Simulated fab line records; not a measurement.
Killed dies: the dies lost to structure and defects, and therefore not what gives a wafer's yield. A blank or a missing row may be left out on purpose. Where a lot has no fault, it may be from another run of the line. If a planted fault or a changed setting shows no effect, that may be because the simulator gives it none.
Which of the tools did it? :: flow gf180mcu :: 35 wafers from 12 lots sampled at 6 of the route's 602 steps

## WHAT EACH GAUGE READ, for each wafer
GF_PSD_RS_MEAS_14: uses a four-point probe to measure. Usual: NSD_RS typically reads 46.36 ohm/sq, with standard deviation 0.089.
lot: L118
measured: day 14 09:25
on: film metro-02
NSD_RS (ohm/sq): 46.41 46.45 46.47
flag: 

lot: L119
measured: day 14 19:30
on: film metro-02
NSD_RS (ohm/sq): 46.21 46.24 46.30
flag: 

lot: L121
measured: day 15 10:40
on: film metro-01
NSD_RS (ohm/sq): 46.38 46.36 46.51
flag: 

lot: L125
measured: day 16 23:57
on: film metro-02
NSD_RS (ohm/sq): 46.31 46.37
flag: 

lot: L126
measured: day 17 02:52
on: film metro-01
NSD_RS (ohm/sq): 46.43 46.49 46.36
flag: 

lot: L127
measured: day 17 07:27
on: film metro-02
NSD_RS (ohm/sq): 46.32 46.27 46.30
flag: 

lot: L129
measured: day 17 22:39
on: film metro-01
NSD_RS (ohm/sq): 41.06 41.01 40.99
flag: OFF

lot: L131
measured: day 18 19:13
on: film metro-01
NSD_RS (ohm/sq): 46.33 46.41 46.37
flag: 

lot: L132
measured: day 19 04:19
on: film metro-04
NSD_RS (ohm/sq): 46.30 46.31 46.44
flag: 

lot: L138
measured: day 21 04:06
on: film metro-02
NSD_RS (ohm/sq): 40.92 40.99 40.76
flag: OFF

lot: L140
measured: day 22 00:55
on: film metro-04
NSD_RS (ohm/sq): 46.18 46.18 46.31
flag: 

lot: L141
measured: day 22 07:29
on: film metro-01
NSD_RS (ohm/sq): 46.57 46.36 46.41
flag: 

GF_CONTACT_RS_MEAS_25: uses a four-point probe to measure. Usual: CONTACT_W_RS typically reads 0.385 ohm/sq, with standard deviation 0.004.
lot: L118
measured: day 16 07:35
on: film metro-01
CONTACT_W_RS (ohm/sq): 0.388 0.387 0.386
flag: 

lot: L119
measured: day 16 17:49
on: film metro-01
CONTACT_W_RS (ohm/sq): 0.381 0.381 0.381
flag: 

lot: L121
measured: day 17 10:00
on: film metro-01
CONTACT_W_RS (ohm/sq): 0.384 0.384 0.386
flag: 

lot: L125
measured: day 19 02:36
on: film metro-04
CONTACT_W_RS (ohm/sq): 0.386 0.383
flag: 

lot: L126
measured: day 19 05:25
on: film metro-03
CONTACT_W_RS (ohm/sq): 0.382 0.384 0.381
flag: 

lot: L127
measured: day 19 09:05
on: film metro-04
CONTACT_W_RS (ohm/sq): 0.389 0.396 0.392
flag: 

lot: L129
measured: day 20 01:43
on: film metro-04
CONTACT_W_RS (ohm/sq): 0.384 0.395 0.385
flag: 

lot: L131
measured: day 20 22:48
on: film metro-03
CONTACT_W_RS (ohm/sq): 0.384 0.389 0.386
flag: 

lot: L132
measured: day 21 07:04
on: film metro-01
CONTACT_W_RS (ohm/sq): 0.382 0.382 0.386
flag: 

lot: L138
measured: day 23 05:01
on: film metro-03
CONTACT_W_RS (ohm/sq): 0.386 0.386 0.382
flag: 

lot: L140
measured: day 24 01:50
on: film metro-01
CONTACT_W_RS (ohm/sq): 0.381 0.379 0.380
flag: 

lot: L141
measured: day 24 07:01
on: film metro-03
CONTACT_W_RS (ohm/sq): 0.381 0.381 0.389
flag: 

GF_V2_THK_MEAS_01. Usual: V2_CVD_00_THK typically reads 598 nm, with standard deviation 7.3.
lot: L118
measured: day 19 11:06
on: film metro-04
V2_CVD_00_THK (nm): 608 597 599
flag: 

lot: L119
measured: day 19 22:02
on: film metro-01
V2_CVD_00_THK (nm): 602 601 605
flag: 

lot: L121
measured: day 20 15:39
on: film metro-03
V2_CVD_00_THK (nm): 600 590 592
flag: 

lot: L125
measured: day 22 07:56
on: film metro-01
V2_CVD_00_THK (nm): 599 584
flag: 

lot: L126
measured: day 22 10:25
on: film metro-01
V2_CVD_00_THK (nm): 600 583 601
flag: 

lot: L127
measured: day 22 12:47
on: film metro-03
V2_CVD_00_THK (nm): 597 593 597
flag: 

lot: L129
measured: day 23 04:32
on: film metro-03
V2_CVD_00_THK (nm): 584 597 596
flag: 

lot: L131
measured: day 24 00:10
on: film metro-03
V2_CVD_00_THK (nm): 604 587 609
flag: 

lot: L132
measured: day 24 09:25
on: film metro-01
V2_CVD_00_THK (nm): 605 600 607
flag: 

lot: L138
measured: day 26 03:13
on: film metro-01
V2_CVD_00_THK (nm): 597 596 591
flag: 

lot: L140
measured: day 26 22:31
on: film metro-03
V2_CVD_00_THK (nm): 596 596 590
flag: 

lot: L141
measured: day 27 02:55
on: film metro-03
V2_CVD_00_THK (nm): 607 609 597
flag: 

## EACH LOT AND THE TOOL THAT RAN IT (in order: tool; ch and the chambers of the sampled wafers; start)
lot: L118
GF_NSD_IMPLANT_10: implanter-04 ch 0, day 13 13:01
GF_NSD_STRIP_11: plasma asher-03 ch 0,1, day 13 13:09
GF_PSD_RTA_13: rtp anneal-01 ch 0, day 14 09:19

lot: L119
GF_NSD_IMPLANT_10: implanter-02 ch 0, day 13 21:51
GF_NSD_STRIP_11: plasma asher-04 ch 0,1, day 13 22:09
GF_PSD_RTA_13: rtp anneal-02 ch 0, day 14 19:25

lot: L121
GF_NSD_IMPLANT_10: implanter-04 ch 0, day 14 12:43
GF_NSD_STRIP_11: plasma asher-04 ch 0,1, day 14 12:51
GF_PSD_RTA_13: rtp anneal-02 ch 0, day 15 10:35

lot: L125
GF_NSD_IMPLANT_10: implanter-02 ch 0, day 16 01:01
GF_NSD_STRIP_11: plasma asher-02 ch 0,1, day 16 01:10
GF_PSD_RTA_13: rtp anneal-01 ch 0, day 16 23:52

lot: L126
GF_NSD_IMPLANT_10: implanter-01 ch 0, day 16 03:53
GF_NSD_STRIP_11: plasma asher-02 ch 0,1, day 16 04:02
GF_PSD_RTA_13: rtp anneal-01 ch 0, day 17 02:46

lot: L127
GF_NSD_IMPLANT_10: implanter-01 ch 0, day 16 07:58
GF_NSD_STRIP_11: plasma asher-03 ch 0,1, day 16 08:07
GF_PSD_RTA_13: rtp anneal-01 ch 0, day 17 07:22

lot: L129
GF_NSD_IMPLANT_10: implanter-04 ch 0, day 16 23:13
GF_NSD_STRIP_11: plasma asher-02 ch 0,1, day 16 23:55
GF_PSD_RTA_13: rtp anneal-01 ch 0, day 17 22:34

lot: L131
GF_NSD_IMPLANT_10: implanter-02 ch 0, day 17 17:58
GF_NSD_STRIP_11: plasma asher-03 ch 0,1, day 17 18:05
GF_PSD_RTA_13: rtp anneal-01 ch 0, day 18 19:08

lot: L132
GF_NSD_IMPLANT_10: implanter-02 ch 0, day 18 03:17
GF_NSD_STRIP_11: plasma asher-04 ch 0,1, day 18 03:25
GF_PSD_RTA_13: rtp anneal-01 ch 0, day 19 04:13

lot: L138
GF_NSD_IMPLANT_10: implanter-02 ch 0, day 20 03:25
GF_NSD_STRIP_11: plasma asher-03 ch 0,1, day 20 03:53
GF_PSD_RTA_13: rtp anneal-02 ch 0, day 21 04:01

lot: L140
GF_NSD_IMPLANT_10: implanter-01 ch 0, day 21 00:37
GF_NSD_STRIP_11: plasma asher-03 ch 0,1, day 21 00:44
GF_PSD_RTA_13: rtp anneal-02 ch 0, day 22 00:50

lot: L141
GF_NSD_IMPLANT_10: implanter-01 ch 0, day 21 07:10
GF_NSD_STRIP_11: plasma asher-03 ch 0,1, day 21 07:17
GF_PSD_RTA_13: rtp anneal-01 ch 0, day 22 07:23
- GF_NSD_IMPLANT_10
- GF_NSD_STRIP_11: strips in O2/N2.
- GF_PSD_RTA_13: time 20 s.

## WHAT THE TOOLS THEMSELVES READ (means of the sampled wafers that have a number; where no wafer has one, the mark that the record gives instead)
GF_NSD_IMPLANT_10. Usual: faraday current uA reads 2794 (standard deviation 49).
lot: L118
tool: implanter-04
faraday current uA: 2807
flag: 

lot: L119
tool: implanter-02
faraday current uA: 2740
flag: 

lot: L121
tool: implanter-04
faraday current uA: 2842
flag: 

lot: L125
tool: implanter-02
faraday current uA: 2795
flag: 

lot: L126
tool: implanter-01
faraday current uA: 2777
flag: 

lot: L127
tool: implanter-01
faraday current uA: 2804
flag: 

lot: L129
tool: implanter-04
faraday current uA: 2788
flag: 

lot: L131
tool: implanter-02
faraday current uA: 2812
flag: 

lot: L132
tool: implanter-02
faraday current uA: 2780
flag: 

lot: L138
tool: implanter-02
faraday current uA: 2804
flag: 

lot: L140
tool: implanter-01
faraday current uA: 2804
flag: 

lot: L141
tool: implanter-01
faraday current uA: 2866
flag: 

GF_NSD_STRIP_11. Usual: drypump motor current A 5.9 A, standard deviation 0.39; heater power w 335 W, standard deviation 14; oes product au 0.488 a.u., standard deviation 0.0049; strip time to endpoint s 22.87 s, standard deviation 0.04.
lot: L118
tool: plasma asher-03
drypump motor current A (A): 5.9
heater power w (W): 333
oes product au (a.u.): 0.485
strip time to endpoint s (s): 22.87
flag: 

lot: L119
tool: plasma asher-04
drypump motor current A (A): 6.4
heater power w (W): 331
oes product au (a.u.): 0.487
strip time to endpoint s (s): 22.91
flag: 

lot: L121
tool: plasma asher-04
drypump motor current A (A): 6.4
heater power w (W): 332
oes product au (a.u.): 0.484
strip time to endpoint s (s): 22.84
flag: 

lot: L125
tool: plasma asher-02
drypump motor current A (A): 5.9
heater power w (W): 338
oes product au (a.u.): 0.485
strip time to endpoint s (s): 22.86
flag: 

lot: L126
tool: plasma asher-02
drypump motor current A (A): 5.7
heater power w (W): 349
oes product au (a.u.): 0.488
strip time to endpoint s (s): 22.90
flag: 

lot: L127
tool: plasma asher-03
drypump motor current A (A): 5.8
heater power w (W): 339
oes product au (a.u.): 0.480
strip time to endpoint s (s): 22.90
flag: 

lot: L129
tool: plasma asher-02
drypump motor current A (A): 5.7
heater power w (W): 349
oes product au (a.u.): 0.480
strip time to endpoint s (s): 23.46
flag: OFF

lot: L131
tool: plasma asher-03
drypump motor current A (A): 5.9
heater power w (W): 326
oes product au (a.u.): 0.490
strip time to endpoint s (s): 22.84
flag: 

lot: L132
tool: plasma asher-04
drypump motor current A (A): 6.4
heater power w (W): 326
oes product au (a.u.): 0.493
strip time to endpoint s (s): 22.85
flag: 

lot: L138
tool: plasma asher-03
drypump motor current A (A): 5.8
heater power w (W): 328
oes product au (a.u.): 0.482
strip time to endpoint s (s): 23.43
flag: OFF

lot: L140
tool: plasma asher-03
drypump motor current A (A): 5.9
heater power w (W): 323
oes product au (a.u.): 0.488
strip time to endpoint s (s): 22.88
flag: 

lot: L141
tool: plasma asher-03
drypump motor current A (A): 5.8
heater power w (W): 327
oes product au (a.u.): 0.488
strip time to endpoint s (s): 22.88
flag: 

GF_PSD_RTA_13. Usual: anneal temp c max 1030.1, standard deviation 1.3; lamp power pct 37.7 %, standard deviation 1.2; wafer_temp_C_max 1030.3, standard deviation 1.9.
lot: L118
tool: rtp anneal-01
anneal temp c max: 1030.9
lamp power pct (%): 38.9
wafer_temp_C_max: 1028.7
flag: 

lot: L119
tool: rtp anneal-02
anneal temp c max: 1029.0
lamp power pct (%): 36.5
wafer_temp_C_max: 1031.4
flag: 

lot: L121
tool: rtp anneal-02
anneal temp c max: 1029.8
lamp power pct (%): 36.4
wafer_temp_C_max: 1031.9
flag: 

lot: L125
tool: rtp anneal-01
anneal temp c max: 1030.6
lamp power pct (%): 38.9
wafer_temp_C_max: 1028.1
flag: 

lot: L126
tool: rtp anneal-01
anneal temp c max: 1031.7
lamp power pct (%): 38.9
wafer_temp_C_max: 1028.6
flag: 

lot: L127
tool: rtp anneal-01
anneal temp c max: 1030.5
lamp power pct (%): 38.9
wafer_temp_C_max: 1028.0
flag: 

lot: L129
tool: rtp anneal-01
anneal temp c max: 1030.3
lamp power pct (%): 38.9
wafer_temp_C_max: 1028.4
flag: 

lot: L131
tool: rtp anneal-01
anneal temp c max: 1031.8
lamp power pct (%): 39.0
wafer_temp_C_max: 1028.1
flag: 

lot: L132
tool: rtp anneal-01
anneal temp c max: 1033.6
lamp power pct (%): 38.9
wafer_temp_C_max: 1029.1
flag: 

lot: L138
tool: rtp anneal-02
anneal temp c max: 1028.9
lamp power pct (%): 36.5
wafer_temp_C_max: 1033.4
flag: 

lot: L140
tool: rtp anneal-02
anneal temp c max: 1028.6
lamp power pct (%): 36.5
wafer_temp_C_max: 1031.3
flag: 

lot: L141
tool: rtp anneal-01
anneal temp c max: 1030.5
lamp power pct (%): 38.9
wafer_temp_C_max: 1029.1
flag: 

## THE ANSWER, worked out from the rows above alone
Rule: take the mean of a lot's wafers that have a number; if it is more than 3 standard deviations from the usual mean, the lot is off. Also off: a lot with no number at a reading for which 4 or more lots have one. The other lots that the step has rows for count as sound. After the gauges, taken in route order, come the tools' own readings; for these a lot's mean is taken, as printed above. At the first step where some lot is off, the reading lying furthest off is the one used; lots without a number count as furthest.
Off: L129, L138, seen at GF_PSD_RS_MEAS_14 (NSD_RS).
A tool fits if, at a process step before that reading, it ran every lot that is off, and no sound lot after the first of them. The gauges at GF_PSD_RS_MEAS_14 aren't tried: what is off there is off at GF_NSD_STRIP_11 too, on other tools, and a gauge's error can't cause that. No candidate that was tried fits.

## WHAT THE SIMULATOR PUT IN
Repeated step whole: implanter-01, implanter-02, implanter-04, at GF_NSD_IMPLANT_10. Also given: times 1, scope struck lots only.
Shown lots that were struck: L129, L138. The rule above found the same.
